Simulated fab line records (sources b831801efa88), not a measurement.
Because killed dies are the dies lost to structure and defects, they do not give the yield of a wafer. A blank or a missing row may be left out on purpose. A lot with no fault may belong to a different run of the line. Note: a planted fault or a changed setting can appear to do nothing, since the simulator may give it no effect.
Which tool was responsible? | flow sky130 | 72 wafers from 24 lots sampled at 2 of the route's 708 steps

WHAT EACH GAUGE READ, for each wafer
SKY_POLY_GATE_OVL_MEAS_14.
lot  | measured     | on         | POLY_GATE_OVL (nm)
L074 | day 17 07:13 | overlay-01 | -4 -5 -7
L076 | day 17 12:53 | overlay-01 | -2 3 -3
L075 | day 17 12:32 | overlay-01 | -2 7 1
L077 | day 18 02:25 | overlay-02 | -1 -8 -6
L078 | day 18 10:03 | overlay-01 | -8 -6 -6
L079 | day 18 18:41 | overlay-01 | -3 -7 -5
L080 | day 18 22:33 | overlay-02 | -9 -4 -4
L081 | day 19 05:19 | overlay-01 | -4 -6 -2
L082 | day 19 18:42 | overlay-02 | -10 -2 -5
L083 | day 19 23:40 | overlay-02 | -4 -4 1
L084 | day 20 08:40 | overlay-01 | 10 7 2
L085 | day 20 19:51 | overlay-01 | -4 -8 -4
L086 | day 21 02:01 | overlay-02 | 1 -3 -3
L087 | day 21 16:09 | overlay-01 | 2 5 9
L088 | day 21 20:06 | overlay-02 | -17 -22 -21
L089 | day 22 04:06 | overlay-02 | -5 -9 -11
L090 | day 22 06:57 | overlay-02 | -8 -6 -6
L091 | day 22 15:07 | overlay-02 | 0 -7 -2
L092 | day 22 22:03 | overlay-01 | 3 1 0
L093 | day 23 09:05 | overlay-02 | -6 -12 -8
L094 | day 23 13:15 | overlay-02 | -4 -9 -10
L095 | day 24 00:33 | overlay-01 | 0 4 1
L096 | day 24 15:19 | overlay-02 | -10 2 -5
L097 | day 24 21:13 | overlay-01 | 9 -5 2

EACH LOT AND THE TOOL THAT RAN IT (in order: tool; ch and the chambers of the sampled wafers; start)
lot  | SKY_SONOS_ONO_ETCH_15
L074 | rieDiel-01 ch 0,1,2, day 13 10:35
L076 | rieDiel-01 ch 0,1, day 13 14:36
L075 | rieDiel-03 ch 1,3, day 13 15:17
L077 | rieDiel-01 ch 0,2, day 14 06:22
L078 | rieDiel-03 ch 0,1,3, day 14 08:38
L079 | rieDiel-03 ch 0,1, day 14 20:44
L080 | rieDiel-04 ch 2,3, day 14 22:43
L081 | rieDiel-01 ch 0,1,3, day 15 03:46
L082 | rieDiel-04 ch 1,2,3, day 15 15:18
L083 | rieDiel-01 ch 0,1,2, day 15 19:07
L084 | rieDiel-01 ch 0,3, day 16 07:23
L085 | rieDiel-01 ch 0,2, day 16 17:00
L086 | rieDiel-04 ch 0,1,2, day 16 20:52
L087 | rieDiel-03 ch 0,1,2, day 17 12:14
L088 | rieDiel-04 ch 0,2, day 17 16:55
L089 | rieDiel-04 ch 0,3, day 17 23:54
L090 | rieDiel-04 ch 0,1, day 18 01:45
L091 | rieDiel-04 ch 0,1,2, day 18 09:49
L092 | rieDiel-03 ch 0,1,2, day 18 18:50
L093 | rieDiel-03 ch 1,2,3, day 19 06:59
L094 | rieDiel-03 ch 1,3, day 19 10:26
L095 | rieDiel-01 ch 0,1,3, day 19 23:46
L096 | rieDiel-04 ch 2,3, day 20 12:52
L097 | rieDiel-01 ch 0,1,3, day 20 18:28
- SKY_SONOS_ONO_ETCH_15: etches the open film in CHF3/O2, target depth 19.52 nm, time 7.8 s.

AS READ BY THE TOOLS THEMSELVES (means over the sampled wafers that have a number; for cases with no such wafer, the mark the record gives instead)
SKY_SONOS_ONO_ETCH_15.
lot  | tool       | drypumpMotorCurrentA (A) | oesProductAu (a.u.) | rfFwdPowerW (W) | throttleValvePct (%)
L074 | rieDiel-01 | 5.8                      | 1.001               | 590             | 8.831
L076 | rieDiel-01 | 5.8                      | 0.999               | 593             | 8.829
L075 | rieDiel-03 | 5.7                      | 1.004               | 588             | 8.824
L077 | rieDiel-01 | 5.5                      | 1.001               | 588             | 8.829
L078 | rieDiel-03 | 5.8                      | 0.995               | 588             | 8.820
L079 | rieDiel-03 | 5.8                      | 0.997               | 587             | 8.828
L080 | rieDiel-04 | 5.1                      | 1.007               | 584             | 8.830
L081 | rieDiel-01 | 6.1                      | 0.995               | 589             | 8.822
L082 | rieDiel-04 | 5.1                      | 1.011               | 586             | 8.837
L083 | rieDiel-01 | 5.8                      | 1.002               | 591             | 8.820
L084 | rieDiel-01 | 6.0                      | 0.995               | 589             | 8.828
L085 | rieDiel-01 | 5.5                      | 1.004               | 589             | 8.815
L086 | rieDiel-04 | 5.3                      | 0.995               | 588             | 8.821
L087 | rieDiel-03 | 5.6                      | 0.997               | 587             | 8.826
L088 | rieDiel-04 | 5.5                      | 0.995               | 590             | 8.829
L089 | rieDiel-04 | 5.2                      | 0.993               | 589             | 8.832
L090 | rieDiel-04 | 5.2                      | 1.001               | 588             | 8.828
L091 | rieDiel-04 | 5.2                      | 0.997               | 588             | 8.830
L092 | rieDiel-03 | 5.6                      | 0.992               | 585             | 8.821
L093 | rieDiel-03 | 5.6                      | 0.991               | 589             | 8.832
L094 | rieDiel-03 | 5.7                      | 0.996               | 589             | 8.822
L095 | rieDiel-01 | 6.1                      | 1.009               | 591             | 8.826
L096 | rieDiel-04 | 5.2                      | 0.992               | 585             | 8.816
L097 | rieDiel-01 | 6.1                      | 1.004               | 591             | 8.829

THE ANSWER, worked out from the rows above alone
Rule: the lots themselves supply what counts as usual. The widest of any qualifying gaps counts: lots, ordered by their means at a reading, are off when they make up no more than a third of the lots, leave a main group of 4 or more, and stand apart from it by 3 or more times the standard deviation of that group's means. A main group is skipped when, at the precision printed for the reading in the tables above, its means are all equal. Also off: a lot with no number at a reading for which 4 or more lots have one. The other lots that the step has rows for count as sound. Order of review: gauges by route order, followed by the tools' own readings, for which a lot's mean as printed above is used. At the first step where some lot is off, the reading lying furthest off is the one used; lots without a number count as furthest.
Nothing can be told from this: no lot is off at any reading shown.

WHAT HAD BEEN PUT IN BY THE SIMULATOR
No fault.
